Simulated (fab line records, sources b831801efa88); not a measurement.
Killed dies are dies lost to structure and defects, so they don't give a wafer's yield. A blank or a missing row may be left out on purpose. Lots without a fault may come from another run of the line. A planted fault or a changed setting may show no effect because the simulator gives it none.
Tool commonality check | flow sky130 | 11 lots, 33 wafers sampled

WHY IT WAS OPENED
At SKY_VIA4_BOW_MEAS_03 the reading VIA4_BOW is flagged on 2 of 11 lots. Wafers without a fault read 81 um, standard deviation 7.
Rule: a lot is flagged when every wafer of it that has a number lies more than 4 standard deviations from that mean, or none has a number. The other lots count as sound.

lot  | measured     | on            | VIA4_BOW (um), wafer by wafer | flag
L804 | day 42 02:07 | film_metro-03 | 63 88 81                      |
L805 | day 42 13:43 | film_metro-01 | 80 80 75                      |
L806 | day 42 15:27 | film_metro-02 | 91 99 94                      |
L810 | day 43 19:32 | film_metro-03 | 79 78 84                      |
L813 | day 44 22:20 | film_metro-03 | 77 64 74                      |
L818 | day 46 00:49 | film_metro-01 | 79 90 84                      |
L819 | day 46 01:14 | film_metro-01 | 146 139 136                   | FLAGGED
L816 | day 46 05:56 | film_metro-01 | 137 148 139                   | FLAGGED
L821 | day 46 11:41 | film_metro-03 | 68 80 86                      |
L825 | day 47 12:10 | film_metro-01 | 98 83 82                      |
L826 | day 47 16:19 | film_metro-03 | 95 76 84                      |
The numbers of the flagged lots are 141 um on average: +60 um against the usual, or +9 standard deviations.

WHICH TOOL RAN EACH LOT
The record holds 2 process steps before the reading, out of a route of 708 steps. In each cell: the tool, then ch and the chambers that the sampled wafers went through, then the start.
lot  | flag    | SKY_METAL4_ETCH_17                 | SKY_VIA4_CMP_02
L804 |         | rie_diel-01 ch 0,1, day 42 00:46   | cmp-02 ch 0,1,2, day 42 01:50
L805 |         | rie_diel-01 ch 0,1,3, day 42 12:19 | cmp-02 ch 0,3, day 42 13:28
L806 |         | rie_diel-01 ch 2,3, day 42 14:04   | cmp-02 ch 0,1, day 42 15:08
L810 |         | rie_diel-03 ch 1,2,3, day 43 18:10 | cmp-01 ch 2,3, day 43 19:14
L813 |         | rie_diel-01 ch 0,3, day 44 20:56   | cmp-01 ch 2,3, day 44 22:01
L818 |         | rie_diel-02 ch 0,1,3, day 45 23:26 | cmp-01 ch 0,1,2, day 46 00:34
L819 | FLAGGED | rie_diel-01 ch 0,2, day 45 23:47   | cmp-01 ch 0,2,3, day 46 01:01
L816 | FLAGGED | rie_diel-02 ch 1,2,3, day 46 04:19 | cmp-01 ch 0,2,3, day 46 05:40
L821 |         | rie_diel-03 ch 0,1,2, day 46 10:13 | cmp-02 ch 0,1,3, day 46 11:26
L825 |         | rie_diel-01 ch 1,2, day 47 10:49   | cmp-01 ch 0,1,3, day 47 11:53
L826 |         | rie_diel-03 ch 0,2,3, day 47 14:58 | cmp-01 ch 0,1,2, day 47 16:05
What these steps do:
- SKY_METAL4_ETCH_17: etches SiO2 in C4F8/O2/Ar, stops on TiN, time 3.9 s, target depth 15 nm.
- SKY_VIA4_CMP_02: polishes SiO2.
- SKY_VIA4_BOW_MEAS_03

FLAGGED OVER TOTAL, TOOL BY TOOL (the gauges that took the reading come last)
step                 | tool          | lots run | flagged | share of the flagged lots | sound lots run after its first flagged lot
SKY_METAL4_ETCH_17   | rie_diel-01   | 6        | 1       | some                      | 1 (L825)
SKY_METAL4_ETCH_17   | rie_diel-02   | 2        | 1       | some                      | 0
SKY_METAL4_ETCH_17   | rie_diel-03   | 3        | 0       | none                      | -
SKY_VIA4_CMP_02      | cmp-01        | 7        | 2       | all                       | 2 (L825,L826)
SKY_VIA4_CMP_02      | cmp-02        | 4        | 0       | none                      | -
SKY_VIA4_BOW_MEAS_03 | film_metro-01 | 5        | 2       | all                       | 1 (L825)
SKY_VIA4_BOW_MEAS_03 | film_metro-02 | 1        | 0       | none                      | -
SKY_VIA4_BOW_MEAS_03 | film_metro-03 | 5        | 0       | none                      | -

WHAT THE TABLE ALLOWS
2 rows of the table ran every flagged lot: cmp-01 at SKY_VIA4_CMP_02, film_metro-01 at SKY_VIA4_BOW_MEAS_03.
- cmp-01 at SKY_VIA4_CMP_02: 2 of its 7 lots flagged. Sound lots ran on it after the first flagged one (L825, L826), which a lasting fault on the whole tool wouldn't allow. On the flagged lots its readings are blank where sound lots have values: edge_zone_pressure_frac, head_pressure_psi, motor_current_A, platen_rpm.
- film_metro-01 at SKY_VIA4_BOW_MEAS_03: 2 of its 5 lots flagged. Sound lots ran on it after the first flagged one (L825), which a lasting fault on the whole tool wouldn't allow.
No row of the table ran every flagged lot and no sound lot after the first.

WHAT THE SIMULATOR HAD PUT IN
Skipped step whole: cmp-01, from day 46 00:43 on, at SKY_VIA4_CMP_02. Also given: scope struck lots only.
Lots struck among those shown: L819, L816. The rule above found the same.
